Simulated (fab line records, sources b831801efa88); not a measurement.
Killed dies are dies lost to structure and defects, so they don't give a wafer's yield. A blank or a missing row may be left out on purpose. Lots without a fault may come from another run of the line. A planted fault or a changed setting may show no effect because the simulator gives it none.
A struck lot beside a sound one | flow sky130 | 36 steps out of a route of 708
Sound: wafers L253.1, L253.2, L253.3. Struck: wafers L240.1, L240.4, L240.6. The cause comes at the end.
At each step with rows: each side's tool, then ch and its chambers, then its first start. Under that, the readings that differ: sound wafers | struck wafers | difference of the means | sigmas: that difference in standard deviations of wafers without a fault.
alike: readings whose means differ by less than 2 such deviations, and words and numbers that are the same on both sides. not compared: withheld readings, readings that some wafer has no value for, bounds like >300 that may hide the same value, and numbers for which the record gives no deviation and whose values overlap.
The two part at a step that has a row with sigmas, a row that says differs or no value, or rows on one side only. Numbers that don't overlap but have no deviation are shown without sigmas and don't part them. A reading that every wafer of one side lacks parts them only if that side has two wafers or more.

first, 10 steps without rows for these wafers: SKY_GATE_OXIDE_COAT_05 (resist thk 1140 nm); SKY_GATE_OXIDE_SOFTBAKE_06 (time 60 s); SKY_GATE_OXIDE_EXPOSE_07 (exposes mask LVOM, target cd 600 nm); SKY_GATE_OXIDE_PEB_08; SKY_GATE_OXIDE_DEVELOP_09 (develop time 60 s); SKY_GATE_OXIDE_IMPLANT_11; SKY_GATE_OXIDE_WET_ETCH_12 (etches SiO2 in dHF, target depth 16.8 nm, time 336 s); SKY_GATE_OXIDE_STRIP_13 (strips in O2/N2); SKY_GATE_OXIDE_CLEAN_15 (cleans in SC1/SC2, time 150 s); SKY_GATE_OXIDE_OXIDATION_16 (stabilise 600 s, purge 300 s, target thk 3.57 nm).
SKY_POLY_GATE_CVD_00: deposits poly-Si, target thk 180 nm, time 720 s.
  sound on lpcvd-01 ch 1, day 21 13:02; struck on lpcvd-01 ch 0, day 16 18:56
  reading                                       | sound             | struck            | difference | sigmas
  pressure_mtorr (mTorr)                        | 200.3 200.4 199.9 | 160.5 160.2 160.5 | -39.8      | -99 or more
  model.poly-Si_of_POLY_GATE_CVD_00.thk_nm (nm) | 181.4 181.3 182.2 | 162 163.6 162     | -19        |
  alike: spike_tc_centre_C
SKY_POLY_GATE_THK_MEAS_01:
  sound on film_metro-04, day 21 15:44; struck on film_metro-04, day 16 20:08
  reading                   | sound             | struck            | difference | sigmas
  POLY_GATE_CVD_00_THK (nm) | 181.3 181.4 182.2 | 161.9 163.5 162.1 | -19.1      | -10
then, 9 steps without rows for these wafers: SKY_RES_PROTECT_DEHYDRATE_00 (time 60 s); SKY_RES_PROTECT_HMDS_01 (prime time 60 s); SKY_RES_PROTECT_COAT_02 (resist thk 1140 nm); SKY_RES_PROTECT_SOFTBAKE_03 (time 60 s); SKY_RES_PROTECT_EXPOSE_04 (exposes mask RPM, target cd 1270 nm); SKY_RES_PROTECT_PEB_05; SKY_RES_PROTECT_DEVELOP_06 (develop time 60 s); SKY_POLY_GATE_IMPLANT_02; SKY_RES_PROTECT_STRIP_07 (strips in O2/N2).
SKY_RES_PROTECT_CLEAN_09: cleans in SC1/SC2, time 150 s.
  sound on wet_bench-02 ch 2, day 22 22:23; struck on wet_bench-01 ch 2, day 18 01:57
  reading                                       | sound             | struck            | difference | sigmas
  model.poly-Si_of_POLY_GATE_CVD_00.thk_nm (nm) | 180.8 180.7 181.6 | 161.4 162.9 161.4 | -19.1      |
  alike: bath_heat_duty_pct
then, 11 steps without rows for these wafers: SKY_POLY_GATE_CVD_03 (deposits Si3N4 from DCS/NH3, target thk 75 nm, time 1290 s); SKY_POLY_GATE_DEHYDRATE_05 (time 60 s); SKY_POLY_GATE_HMDS_06 (prime time 60 s); SKY_POLY_GATE_COAT_07 (resist thk 110 nm); SKY_POLY_GATE_COAT_08 (resist thk 450 nm); SKY_POLY_GATE_SOFTBAKE_09 (time 90 s); SKY_POLY_GATE_EXPOSE_10 (exposes mask P1M, target cd 150 nm); SKY_POLY_GATE_PEB_11; SKY_POLY_GATE_DEVELOP_12 (develop time 60 s); SKY_POLY_GATE_ETCH_15 (etches BARC in N2/H2, stops on SiO2, time 118.5 s, target depth 110 nm); SKY_POLY_GATE_ETCH_16 (etches Si3N4 in CH3F/O2, stops on poly-Si, time 147.5 s, target depth 75 nm).
SKY_POLY_GATE_ETCH_17: etches poly-Si in HBr/Cl2, stops on SiO2, target depth 180 nm, time 70.5 s.
  sound on rie_si-01 ch 0,2,3, day 24 05:09; struck on rie_si-01 ch 1,3, day 19 11:15
  reading                               | sound             | struck            | difference | sigmas
  oes_product_au (a.u.)                 | 0.992 1.005 0.999 | 0.926 0.940 0.917 | -0.071     | -9
  model.POLY_GATE.feature_depth_nm (nm) | 180.6 180.7 181.6 | 161.4 162.9 161.4 | -19.1      |
  model.etch.depth_nm (nm)              | 180.6 180.7 181.6 | 161.4 162.9 161.4 | -19.1      |
  alike: HBr_flow_sccm, chamber_pressure_mTorr, drypump_motor_current_A, mfc_cl2_sccm, rf_fwd_power_W, throttle_valve_pct
  not compared: rf_hours_counter_h
then, 1 step without rows for these wafers: SKY_POLY_GATE_STRIP_18 (strips in O2/N2).
-- the record jumps here: 29 days lie between the struck wafers' starts before and after (it left off in module POLY_GATE and takes up again in module PAD_OPEN, whose first step shown is number 708 of the route) --
SKY_PAD_OPEN_PROBE_99:
  sound on prober-01, day 50 19:30; struck on prober-02, day 48 02:05
  reading                             | sound             | struck            | difference | sigmas
  model.etest.res_high_po.line_ohm_um | 729.6 744.7 742.2 | 813.7 789.7 800.3 | +62.4      |
  model.etest.res_poly.line_ohm_um    | 497.9 508.8 500.7 | 569.1 563 556.6   | +60.4      |
  model.etest.licon_high_po.rc_ohm    | 355.1 357 362     | 350.8 319.7 344.1 | -19.8      |
  model.etest.res_high_po.rs_ohm_sq   | 258.4 261.7 258   | 285.4 273.4 281.7 | +20.8      |
  model.etest.cap_li_to_poly.c_af_um2 | 103.2 99.21 98.72 | 96.58 91.66 92.14 | -6.92      |
  model.etest.res_poly.rs_ohm_sq      | 47.61 48.89 47.77 | 52.68 51.1 52.07  | +3.86      |
  alike: killed_at_M0_to_M3, killed_at_M4_up, killed_at_contacts, killed_at_front_end, killed_dies, killed_open, killed_short

WHERE THEY PART
First at SKY_POLY_GATE_CVD_00; last, within this record, at SKY_POLY_GATE_ETCH_17. Later steps at which nothing parts them and some readings are alike: SKY_PAD_OPEN_PROBE_99.

WHY: what the simulator had put in
Process parameter drift: lpcvd-01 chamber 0, from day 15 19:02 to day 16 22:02, at SKY_POLY_GATE_CVD_00. Setting pressure_mtorr, moved by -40, from 200.
